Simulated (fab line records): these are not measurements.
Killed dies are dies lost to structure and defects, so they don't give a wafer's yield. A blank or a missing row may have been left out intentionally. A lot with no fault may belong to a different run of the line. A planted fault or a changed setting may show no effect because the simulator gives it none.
Code-filled problem report in 8D (eight disciplines) form / flow sky130 / the parts of the form that need people (team, actions taken, sign-off) are left out

## 1. THE ISSUE
At SKY_CAP2M_METAL_ETCH_13, oes-product-au averages 0.985 a.u. over 6 wafers from 2 lots, while fault-free wafers read 0.937 a.u., standard deviation 0.0082. Relative to the usual mean, that is a shift of +5.8 standard deviations.
The step: etches TiN in Cl2/BCl3, stops on SiO2, target depth 220 nm, time 62.9 s.
Earliest sighting: wafer L487.3 on rie-metal-03 at day 43 16:28. The record holds 33 wafers of 11 lots with a number at this step. Rule for "out" (also "out of limits"): further than 4 standard deviations from the usual mean. All remaining wafers that have a number are taken as sound.

## 2. WHAT IT IS; WHAT IT IS NOT
question=which readings at this step | is=oes-product-au | is not=drypump-motor-current-A
question=which lots | is=L487, L492 | is not=L479, L480, L493, L495, L496, L497, L499, L500, L501
question=which wafers of those lots | is=all that have a number | is not=-
question=read on which tools | is=rie-metal-03 | is not=rie-metal-02, rie-metal-04
question=when | is=from day 43 16:28 | is not=up to then (6 sound wafers); but 21 sound wafers of L493, L495, L496, L497, L499, L500, L501 came after

## 3. SUSPECTS, AND WHAT RULES EACH OUT
Counting: a tool at any process step up to the reading remains a suspect when it ran all the lots that are out and ran no sound lot after the first of those.
- rie-metal-03 at SKY_CAP2M_METAL_ETCH_13 (etches TiN in Cl2/BCl3, stops on SiO2, target depth 220 nm, time 62.9 s): ruled out as a lasting fault. Sound lots L500 ran on it after its first lot that is out, L487 (day 43 16:28).
Left after counting: nothing in the record.

## 4. THE CAUSE (what the simulator had put in)
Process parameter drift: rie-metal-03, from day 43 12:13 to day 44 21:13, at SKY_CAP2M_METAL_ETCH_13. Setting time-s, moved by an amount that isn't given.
Counting ruled it out, wrongly.

## 5. SEQUENCE OF EFFECTS, ordered by route
One row per reading whose mean, taken over the struck wafers that have a number, lies over 3 standard deviations from the usual. Readings are gone through only where the record gives a usual standard deviation; hours: the median, over the lots, of the time from a lot's start at the first step in this table giving one to that lot's start at this step; sigmas: the change measured in usual standard deviations.
hours=0; step=SKY_CAP2M_METAL_ETCH_13; reading=oes-product-au; usual=0.937 a.u.; on struck wafers=0.985; change=+0.048; sigmas=+5.8
hours=0; step=SKY_CAP2M_METAL_ETCH_13; reading=run-length-s; usual=91.5 s; on struck wafers=87.9; change=-3.6; sigmas=-4.6
hours=0; step=SKY_CAP2M_METAL_ETCH_13; reading=throttle-valve-pct; usual=21.904 %; on struck wafers=21.872; change=-0.032; sigmas=-3.2
Process steps it contains:
- SKY_CAP2M_METAL_ETCH_13: etches TiN in Cl2/BCl3, stops on SiO2, target depth 220 nm, time 62.9 s.

## 6. HOW IT WOULD HAVE BEEN CAUGHT EARLIER
4 hours passed between the start of the fault at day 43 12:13 and the first reading out of limits in this record, taken at day 43 16:28.
